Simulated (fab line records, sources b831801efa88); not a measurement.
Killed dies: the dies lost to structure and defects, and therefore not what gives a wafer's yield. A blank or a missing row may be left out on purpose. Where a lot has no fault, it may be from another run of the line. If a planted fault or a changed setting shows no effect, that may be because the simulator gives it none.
Matching of chambers + flow sky130 + SKY_VIA4_CMP_21 on cmp-01: 4 sister chambers
The step polishes, stops on SiO2, t overpolish 25 s, target thk 0 nm. 8 wafers are shown with their chamber, then 12 later ones without.

## EACH WAFER AND ITS CHAMBER
| wafer  | chamber | motor current A (A) | time to endpoint s (s) |
|--------|---------|---------------------|------------------------|
| L087.6 | 3       | 10.2                | 127                    |
| L088.3 | 1       | 10.7                | 117                    |
| L089.1 | 2       | 10.2                | 122                    |
| L089.2 | 0       | 14.0                | 126                    |
| L089.5 | 3       | 10.4                | 129                    |
| L090.3 | 0       | 13.7                | 120                    |
| L090.4 | 2       | 10.3                | 115                    |
| L090.5 | 1       | 10.9                | 122                    |

## WAFERS MISSING THEIR CHAMBER
| wafer  | motor current A (A) | time to endpoint s (s) |
|--------|---------------------|------------------------|
| L091.1 | 13.9                | 123                    |
| L091.3 | 10.6                | 121                    |
| L091.6 | 11.3                | 119                    |
| L094.2 | 13.4                | 123                    |
| L094.3 | 10.4                | 117                    |
| L094.4 | 10.9                | 121                    |
| L095.1 | 10.0                | 121                    |
| L095.4 | 13.5                | 123                    |
| L095.5 | 10.3                | 121                    |
| L096.1 | 10.8                | 121                    |
| L096.4 | 10.3                | 120                    |
| L096.6 | 11.2                | 119                    |

## WHICH CHAMBER EACH ONE RAN IN
| wafer  | from the rows above          | in truth |
|--------|------------------------------|----------|
| L091.1 | 0                            | 0        |
| L091.3 | can't be placed: 1 or 2 or 3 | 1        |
| L091.6 | 1                            | 1        |
| L094.2 | 0                            | 0        |
| L094.3 | can't be placed: 2 or 1 or 3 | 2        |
| L094.4 | 1                            | 1        |
| L095.1 | can't be placed: 2 or 3      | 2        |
| L095.4 | 0                            | 0        |
| L095.5 | can't be placed: 2 or 3      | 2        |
| L096.1 | 1                            | 1        |
| L096.4 | can't be placed: 2 or 3      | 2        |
| L096.6 | 1                            | 1        |
Placed correctly: 7 of 12. Unplaceable from these rows: 5, with the true chamber sitting among the candidates in 5. Wrongly placed: 0.
How it was worked out, from the rows above alone: a wafer's distance from a chamber is the root of the sum, over the readings, of the square of ((its reading less the chamber's mean) divided by the reading's scatter). The wafer belongs to the nearest chamber; if the next one is less than 2 further off, it can't be placed. A chamber's mean is the mean of its shown wafers. The scatter: the root of (the sum of the squares of (reading less its chamber's mean) over the shown wafers, divided by (wafers less chambers)).
